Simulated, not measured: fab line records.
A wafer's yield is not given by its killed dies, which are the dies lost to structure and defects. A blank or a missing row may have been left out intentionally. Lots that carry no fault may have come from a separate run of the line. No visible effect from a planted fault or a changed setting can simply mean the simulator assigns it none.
Struck lot and sound lot, side by side | flow sfq_line | 42 steps out of a route of 325
Sound: wafers L969.1, L969.5, L969.6. Wafers L982.1, L982.2, L982.6 were the ones struck. The cause comes at the end.
Order at every step that has rows: each side's tool, ch and its chambers, its first start. Under that, the readings that differ: sound wafers | struck wafers | difference of the means | sigmas: that difference in standard deviations of wafers without a fault.
alike: a reading whose means differ by less than 2 such deviations, as well as words and numbers matching on both sides. not compared: withheld readings; readings where some wafer has no value; bounds like >300 that might hide an equal value; numbers whose values overlap and for which the record gives no deviation.
Wherever a step has rows on one side only, a row that says differs or no value, or a row with sigmas, the two part there. Numbers that have no deviation but don't overlap get no sigmas and don't part them. A reading that every wafer of one side lacks parts them only if that side has two wafers or more.

SFQ_M1_OVL_MEAS_911:
  struck on overlay-01, day 31 07:19; sound on overlay-01, day 27 04:38
  alike: M1_OVL
then, 6 steps without rows for these wafers: SFQ_TRILAYER_M1_BARC_OPEN_METAL_ETCH_054 (etches BARC in O2, target depth 125 nm, time 41.7 s); SFQ_TRILAYER_M1_ETCH_METAL_ETCH_042 (etches Nb in Cl2/Ar, stops on SiO2, target depth 240 nm, time 120 s); SFQ_TRILAYER_M1_STRIP_STRIP_043 (strips in O2); SFQ_TRILAYER_M1_STRIP_SOLV_CLEAN_044 (cleans in NMP, time 600 s); SFQ_TRILAYER_I1_DEP_PECVD_045 (deposits SiO2 from SiH4/N2O, time 111.11 s, target thk 500 nm); SFQ_TRILAYER_I1_CMP_CMP_046 (polishes SiO2).
SFQ_I1_BOW_MEAS_912:
  struck on film_metro-01, day 31 13:02; sound on film_metro-01, day 27 20:12
  alike: I1_BOW
SFQ_TRILAYER_I1_METRO_MEASURE_047:
  struck on film_metro-01, day 31 13:10; sound on film_metro-01, day 27 20:19
  alike: thk_nm
then, 3 steps without rows for these wafers: SFQ_TRILAYER_I1_VIA_LITHO_COAT_054 (resist thk 62 nm); SFQ_TRILAYER_I1_VIA_LITHO_COAT_049 (resist thk 650 nm); SFQ_TRILAYER_I1_VIA_LITHO_SOFTBAKE_053.
-- the record jumps here: 6 days lie between the struck wafers' starts before and after --
SFQ_TRILAYER_I1_VIA_LITHO_EXPOSE_050: exposes mask I1, target cd 500 nm.
  sound on krf_scanner-02 ch 0, day 28 00:52; struck on krf_scanner-01 ch 0, day 37 10:05
  reading                    | sound                   | struck            | difference | sigmas
  model.I1.overlay_x_nm (nm) | -0.7061 -0.7061 -0.7061 | 73.72 73.72 73.72 | +74.43     |
  alike: mask
then, 2 steps without rows for these wafers: SFQ_TRILAYER_I1_VIA_LITHO_PEB_052 (peb time 60 s); SFQ_TRILAYER_I1_VIA_LITHO_DEVELOP_051 (time 60 s).
SFQ_I1_OVL_MEAS_913:
  struck on overlay-01, day 37 11:35; sound on overlay-01, day 28 02:22
  reading     | sound   | struck   | difference | sigmas
  I1_OVL (nm) | 2 -5 -2 | 71 77 74 | +76        | +12
SFQ_TRILAYER_I1_VIA_BARC_OPEN_VIA_ETCH_071: etches BARC in O2, target depth 125 nm, time 41.7 s.
  sound on rie_diel-04 ch 1,2,3, day 28 02:24; struck on rie_diel-02 ch 0,3, day 37 11:37
  alike: chamber_pressure_mTorr, drypump_motor_current_A, oes_product_au
  not compared: rf_hours_counter_h
SFQ_TRILAYER_I1_VIA_ETCH_VIA_ETCH_052: etches SiO2 in CHF3, stops on Nb, target depth 260 nm.
  sound on rie_diel-04 ch 1,2,3, day 28 02:26; struck on rie_diel-02 ch 0,3, day 37 11:39
  alike: chamber_pressure_mTorr, drypump_motor_current_A, oes_product_au
then, 4 steps without rows for these wafers: SFQ_TRILAYER_I1_VIA_STRIP_STRIP_053 (strips in O2); SFQ_TRILAYER_I1_VIA_STRIP_SOLV_CLEAN_054 (cleans in NMP, time 600 s); SFQ_TRILAYER_M2_DEP_PRE_CLEAN_056 (time 22.5 s); SFQ_TRILAYER_M2_DEP_SPUTTER_055 (material Nb, target thk 200 nm, time 133.3 s).
SFQ_M2_RS_MEAS_914: uses a four-point probe to measure.
  struck on film_metro-02, day 37 12:40; sound on film_metro-02, day 28 03:27
  alike: M2_NB_RS
then, 6 steps without rows for these wafers: SFQ_TRILAYER_M2_LITHO_COAT_062 (resist thk 62 nm); SFQ_TRILAYER_M2_LITHO_COAT_057 (resist thk 600 nm); SFQ_TRILAYER_M2_LITHO_SOFTBAKE_061; SFQ_TRILAYER_M2_LITHO_EXPOSE_058 (exposes mask M2, target cd 500 nm); SFQ_TRILAYER_M2_LITHO_PEB_060 (peb time 60 s); SFQ_TRILAYER_M2_LITHO_DEVELOP_059 (time 60 s).
SFQ_M2_OVL_MEAS_916:
  struck on overlay-01, day 37 21:05; sound on overlay-02, day 34 03:32
  alike: M2_OVL
SFQ_TRILAYER_M2_BARC_OPEN_METAL_ETCH_077: etches BARC in O2, target depth 125 nm, time 41.7 s.
  sound on rie_metal-04 ch 0,1, day 34 03:34; struck on rie_metal-02 ch 0,1, day 37 21:08
  reading                     | sound       | struck      | difference | sigmas
  drypump_motor_current_A (A) | 5.3 5.8 5.3 | 6.4 6.2 6.2 | +0.8       | +2
  alike: chamber_pressure_mTorr, oes_product_au
  not compared: rf_hours_counter_h
then, 5 steps without rows for these wafers: SFQ_TRILAYER_M2_ETCH_METAL_ETCH_060 (etches Nb in Cl2/Ar, stops on SiO2, target depth 240 nm, time 120 s); SFQ_TRILAYER_M2_STRIP_STRIP_061 (strips in O2); SFQ_TRILAYER_M2_STRIP_SOLV_CLEAN_062 (cleans in NMP, time 600 s); SFQ_TRILAYER_I2_DEP_PECVD_063 (deposits SiO2 from SiH4/N2O, time 111.11 s, target thk 500 nm); SFQ_TRILAYER_I2_CMP_CMP_064 (polishes SiO2).
SFQ_I2_BOW_MEAS_917:
  struck on film_metro-04, day 38 14:23; sound on film_metro-02, day 34 07:36
  alike: I2_BOW
SFQ_TRILAYER_I2_METRO_MEASURE_065:
  struck on film_metro-04, day 38 14:31; sound on film_metro-02, day 34 07:43
  alike: thk_nm
then, 3 steps without rows for these wafers: SFQ_TRILAYER_I2_VIA_LITHO_COAT_072 (resist thk 62 nm); SFQ_TRILAYER_I2_VIA_LITHO_COAT_067 (resist thk 650 nm); SFQ_TRILAYER_I2_VIA_LITHO_SOFTBAKE_071.
-- the record jumps here: 43 days lie between the struck wafers' starts before and after --
SFQ_M8_BOW_MEAS_951:
  struck on film_metro-03, day 82 00:54; sound on film_metro-04, day 79 01:28
  reading                 | sound             | struck            | difference | sigmas
  model.etest.i1.link_ohm | 1.967 1.963 1.961 | 2.002 1.999 2.008 | +0.039     |
  alike: M8_BOW

## WHERE THEY PART
Earliest at SFQ_I1_OVL_MEAS_913; latest, in this record, at SFQ_TRILAYER_M2_BARC_OPEN_METAL_ETCH_077. Later steps at which nothing parts them and some readings are alike: SFQ_I2_BOW_MEAS_917, SFQ_TRILAYER_I2_METRO_MEASURE_065, SFQ_M8_BOW_MEAS_951.

WHY: the cause the simulator had injected
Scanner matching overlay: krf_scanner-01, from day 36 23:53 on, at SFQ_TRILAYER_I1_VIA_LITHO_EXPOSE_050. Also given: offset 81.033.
